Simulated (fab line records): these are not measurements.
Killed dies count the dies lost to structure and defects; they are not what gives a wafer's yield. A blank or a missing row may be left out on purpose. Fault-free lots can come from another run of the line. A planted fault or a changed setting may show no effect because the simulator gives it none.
Matching of chambers	flow gf180mcu	4 sister chambers for GF_V2_CMP_04 on cmp-01
The step polishes SiO2. 8 wafers are shown with their chamber, then 11 later ones without.

WAFERS PAIRED WITH THEIR CHAMBERS
wafer	chamber	motor_current_A (A)	head_pressure_psi (psi)
L080.3	0	13.7	3.991
L082.1	1	12.5	4.004
L085.3	0	13.7	3.996
L085.4	2	10.1	4.021
L086.1	2	10.3	4.005
L086.4	3	10.2	4.003
L086.5	1	12.6	4.002
L088.4	3	10.3	3.998

WAFERS WHOSE CHAMBER IS MISSING
wafer	motor_current_A (A)	head_pressure_psi (psi)
L088.5	13.0	3.998
L088.6	10.1	4.005
L090.3	14.1	4.004
L090.4	10.8	4.004
L090.6	13.4	3.998
L091.1	12.5	3.994
L091.2	10.0	4.009
L091.6	14.5	3.996
L093.4	9.5	4.006
L093.5	9.9	3.993
L093.6	13.7	4.006

CHAMBER TAKEN BY EACH
wafer	from the rows above	in truth
L088.5	1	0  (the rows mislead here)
L088.6	can't be placed: 2 or 3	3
L090.3	0	0
L090.4	can't be placed: 3 or 2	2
L090.6	0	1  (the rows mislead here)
L091.1	1	1
L091.2	can't be placed: 2 or 3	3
L091.6	0	0
L093.4	can't be placed: 2 or 3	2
L093.5	can't be placed: 3 or 2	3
L093.6	0	0
Correct placement for 4 of the 11. Unplaceable from these rows: 5, with the true chamber sitting among the candidates in 5. Number placed wrongly: 2.
How it was worked out, from the rows above alone: a wafer's distance from a chamber is the root of the sum, over the readings, of the square of ((its reading less the chamber's mean) divided by the reading's scatter). The wafer belongs to the nearest chamber; if the next one is less than 2 further off, it can't be placed. For every chamber, the mean is computed from those of its wafers that are shown. The scatter is the square root of a quotient: the sum, over the shown wafers, of each reading's squared deviation from its chamber's mean, divided by wafers minus chambers.
